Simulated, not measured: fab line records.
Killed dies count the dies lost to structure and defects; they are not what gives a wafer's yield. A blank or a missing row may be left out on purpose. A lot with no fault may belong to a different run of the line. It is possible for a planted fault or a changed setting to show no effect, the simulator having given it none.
Chamber matching || flow gf180mcu || GF_V1_CMP_04 on cmp-02 has 4 sister chambers
The step polishes SiO2. 8 wafers are shown with their chamber, then 7 later ones without.

WAFERS, EACH WITH ITS CHAMBER
{"wafer": "L496.5", "chamber": 3, "motor_current_A (A)": 11.4, "time_to_endpoint_s (s)": 84}
{"wafer": "L498.2", "chamber": 0, "motor_current_A (A)": 14.0, "time_to_endpoint_s (s)": 82}
{"wafer": "L498.6", "chamber": 2, "motor_current_A (A)": 12.3, "time_to_endpoint_s (s)": 84}
{"wafer": "L505.1", "chamber": 0, "motor_current_A (A)": 13.9, "time_to_endpoint_s (s)": 85}
{"wafer": "L505.2", "chamber": 3, "motor_current_A (A)": 11.3, "time_to_endpoint_s (s)": 72}
{"wafer": "L505.3", "chamber": 1, "motor_current_A (A)": 11.1, "time_to_endpoint_s (s)": 91}
{"wafer": "L512.2", "chamber": 2, "motor_current_A (A)": 11.8, "time_to_endpoint_s (s)": 79}
{"wafer": "L512.3", "chamber": 1, "motor_current_A (A)": 11.2, "time_to_endpoint_s (s)": 90}

WAFERS WITHOUT THEIR CHAMBER
{"wafer": "L512.6", "motor_current_A (A)": 12.4, "time_to_endpoint_s (s)": 87}
{"wafer": "L513.1", "motor_current_A (A)": 10.7, "time_to_endpoint_s (s)": 87}
{"wafer": "L513.3", "motor_current_A (A)": 11.2, "time_to_endpoint_s (s)": 78}
{"wafer": "L513.4", "motor_current_A (A)": 12.2, "time_to_endpoint_s (s)": 83}
{"wafer": "L514.1", "motor_current_A (A)": 12.3, "time_to_endpoint_s (s)": 78}
{"wafer": "L514.3", "motor_current_A (A)": 14.1, "time_to_endpoint_s (s)": 83}
{"wafer": "L514.6", "motor_current_A (A)": 14.3, "time_to_endpoint_s (s)": 77}

EACH ONE'S CHAMBER
{"wafer": "L512.6", "from the rows above": 2, "in truth": 2}
{"wafer": "L513.1", "from the rows above": "can't be placed: 1 or 3", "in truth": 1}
{"wafer": "L513.3", "from the rows above": "can't be placed: 3 or 1", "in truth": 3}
{"wafer": "L513.4", "from the rows above": 2, "in truth": 2}
{"wafer": "L514.1", "from the rows above": 2, "in truth": 2}
{"wafer": "L514.3", "from the rows above": 0, "in truth": 0}
{"wafer": "L514.6", "from the rows above": 0, "in truth": 0}
Correctly placed: 5 of 7. Cannot be placed on the basis of these rows: 2; the candidates contain the true chamber in 2. 0 placed wrongly.
How it was worked out, from the rows above alone: a wafer's distance from a chamber is the root of the sum, over the readings, of the square of ((its reading less the chamber's mean) divided by the reading's scatter). The wafer belongs to the nearest chamber; if the next one is less than 2 further off, it can't be placed. A chamber's mean is the mean of its shown wafers. How the scatter is found: for the shown wafers, subtract from each reading the mean of its chamber, square and add these, divide the total by (wafers less chambers), then take the root.
